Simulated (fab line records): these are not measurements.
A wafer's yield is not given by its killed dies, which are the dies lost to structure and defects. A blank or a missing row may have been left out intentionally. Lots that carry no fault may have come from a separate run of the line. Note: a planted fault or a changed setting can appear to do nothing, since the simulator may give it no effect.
Struck lot and sound lot, side by side | flow sky130 | 32 out of 708 route steps
Sound: the wafers L745.1, L745.3, L745.6. Struck: wafer L757.3 (left out: L757.1, L757.6 of the same lot, which were not struck); the cause appears at the end.
Each step with rows lists, per side, the tool, then ch with its chambers, then its first start. Under that, the readings that differ: sound wafers | struck wafers | difference of the means | sigmas: that difference in standard deviations of wafers without a fault.
alike: readings with means less than 2 such deviations apart, plus words and numbers identical on both sides. not compared: withheld readings, readings lacking a value on some wafer, bounds such as >300 that could conceal the same value, and numbers that have no deviation in the record and whose values overlap.
The two part at a step that has a row with sigmas, a row that says differs or no value, or rows on one side only. Non-overlapping numbers with no deviation appear without sigmas and do not part them. Lack of a reading on every wafer of one side parts them only where that side has two or more wafers.

first, 4 steps without rows for these wafers: SKY_VIA1_STRIP_17 (strips in post etch residue remover, time 1200 s); SKY_VIA1_CLEAN_18 (cleans in IPA, time 180 s); SKY_VIA1_CLEAN_19 (cleans in O3/DIW); SKY_VIA1_SPUTTER_20 (material TiN, target thk 20 nm, time 80 s).
SKY_VIA1_CVD_21: deposits W, target thk 270 nm, time 80.902 s.
  sound on cvd w-02 ch 0,1, day 33 18:29; struck on cvd w-01 ch 0, day 38 01:49
  alike: heater power w
SKY_VIA1_RS_MEAS_22: measurement is done with a four-point probe.
  struck on film metro-03, day 38 01:54; sound on film metro-03, day 33 18:35
  alike: VIA1_W_RS
SKY_VIA1_THK_MEAS_23: measures by xrf.
  struck on film metro-03, day 38 02:01; sound on film metro-03, day 33 18:42
  alike: VIA1_W_THK
then, 3 steps without rows for these wafers: SKY_VIA1_CMP_24 (polishes, stops on SiO2, t overpolish 15 s, target thk 0 nm); SKY_METAL2_SPUTTER_00 (material Ti, target thk 15 nm, time 10 s); SKY_METAL2_SPUTTER_01 (material TiN, target thk 20 nm, time 16.7 s).
SKY_METAL2_SPUTTER_02: material AlCu, target thk 250 nm, time 13.3 s.
  struck on pvd sputter-02, day 38 02:26; sound on pvd sputter-04, day 33 19:06
  alike: throttle valve pct
SKY_METAL2_SPUTTER_03: material Ti, target thk 5 nm, time 3.3 s.
  struck on pvd sputter-02, day 38 02:27; sound on pvd sputter-04, day 33 19:08
  alike: throttle valve pct
SKY_METAL2_SPUTTER_04: material TiN, target thk 70 nm, time 58.3 s.
  struck on pvd sputter-02, day 38 02:28; sound on pvd sputter-04, day 33 19:09
  reading                                    | sound             | struck | difference | sigmas
  model.TiN_of_METAL2_SPUTTER_04.thk nm (nm) | 69.78 69.68 69.79 | 73.78  | +4.03      |
  alike: throttle valve pct
SKY_METAL2_RS_MEAS_05: measurement is done with a four-point probe.
  struck on film metro-01, day 38 02:31; sound on film metro-03, day 33 19:12
  reading                 | sound                | struck | difference | sigmas
  METAL2_ALCU_RS (ohm/sq) | 0.1294 0.1289 0.1286 | 0.1253 | -0.0037    | -2
SKY_METAL2_THK_MEAS_06: measures by xrf.
  struck on film metro-01, day 38 02:38; sound on film metro-03, day 33 19:19
  alike: METAL2_ALCU_THK
then, 8 steps without rows for these wafers: SKY_METAL2_DEHYDRATE_07 (time 60 s); SKY_METAL2_HMDS_08 (prime time 60 s); SKY_METAL2_COAT_09 (resist thk 60 nm); SKY_METAL2_COAT_10 (resist thk 450 nm); SKY_METAL2_SOFTBAKE_11 (time 90 s); SKY_METAL2_EXPOSE_12 (exposes mask MM2, target cd 140 nm); SKY_METAL2_PEB_13; SKY_METAL2_DEVELOP_14 (develop time 60 s).
SKY_METAL2_CD_MEAS_15: the cd target is 140 nm.
  struck on cd sem-02, day 39 04:07; sound on cd sem-01, day 34 21:10
  alike: cd nm
SKY_METAL2_OVL_MEAS_16:
  struck on overlay-02, day 39 04:14; sound on overlay-01, day 34 21:17
  alike: METAL2_OVL
then, 2 steps without rows for these wafers: SKY_METAL2_DESCUM_17 (chemistry O2, time 8 s); SKY_METAL2_ETCH_18 (etches BARC in N2/H2, stops on SiO2, time 45.9 s, target depth 60 nm).
SKY_METAL2_METAL_ETCH_19: etches the open film in Cl2/BCl3, stops on SiO2, target depth 360 nm, time 78 s.
  sound on rie metal-04 ch 0,1, day 34 21:25; struck on rie metal-04 ch 1, day 39 04:22
  reading               | sound             | struck | difference | sigmas
  oes product au (a.u.) | 0.845 0.839 0.851 | 0.867  | +0.022     | +4
  alike: drypump motor current A, throttle valve pct
  not compared: rf hours counter h
SKY_METAL2_STRIP_20: strips in O2/N2.
  sound on plasma asher-01 ch 0,1, day 34 21:30; struck on plasma asher-02 ch 0, day 39 04:27
  alike: drypump motor current A, oes product au, strip time to endpoint s
  not compared: rf hours counter h
SKY_METAL2_STRIP_21: strips in post etch residue remover, time 1200 s.
  sound on wet bench-04 ch 3, day 34 21:36; struck on wet bench-03 ch 2, day 39 04:33
  reading                                    | sound             | struck | difference | sigmas
  model.TiN_of_METAL2_SPUTTER_04.thk nm (nm) | 69.36 69.26 69.36 | 73.35  | +4.02      |
then, 1 step without rows for these wafers: SKY_METAL2_CLEAN_22 (cleans in IPA, time 180 s).
-- the record jumps here: 10 days lie between the struck wafers' starts before and after (it left off in module METAL2 and takes up again in module PAD_OPEN, whose first step shown is number 708 of the route) --
SKY_PAD_OPEN_PROBE_99:
  struck on prober-01, day 48 21:26; sound on prober-02, day 45 15:40
  reading               | sound       | struck | difference | sigmas
  killed at contacts    | 27 17 31    | 11     | -14        | -3
  killed open           | 47 48 51    | 34     | -15        | -2
  sort_bin_6_memory (%) | 6.7 6.1 7.1 | 4.1    | -2.5       | -2
  alike: defect limited yield, killed_at_M0_to_M3, killed_at_M4_up, killed at front end, killed at other, killed dies, killed short, sort_bin_3_pad_short, sort_bin_5_function, sort n pass, sort yield pct

## WHERE THEY PART
First at SKY_METAL2_RS_MEAS_05; last, within this record, at SKY_PAD_OPEN_PROBE_99.

WHY: the cause the simulator had injected
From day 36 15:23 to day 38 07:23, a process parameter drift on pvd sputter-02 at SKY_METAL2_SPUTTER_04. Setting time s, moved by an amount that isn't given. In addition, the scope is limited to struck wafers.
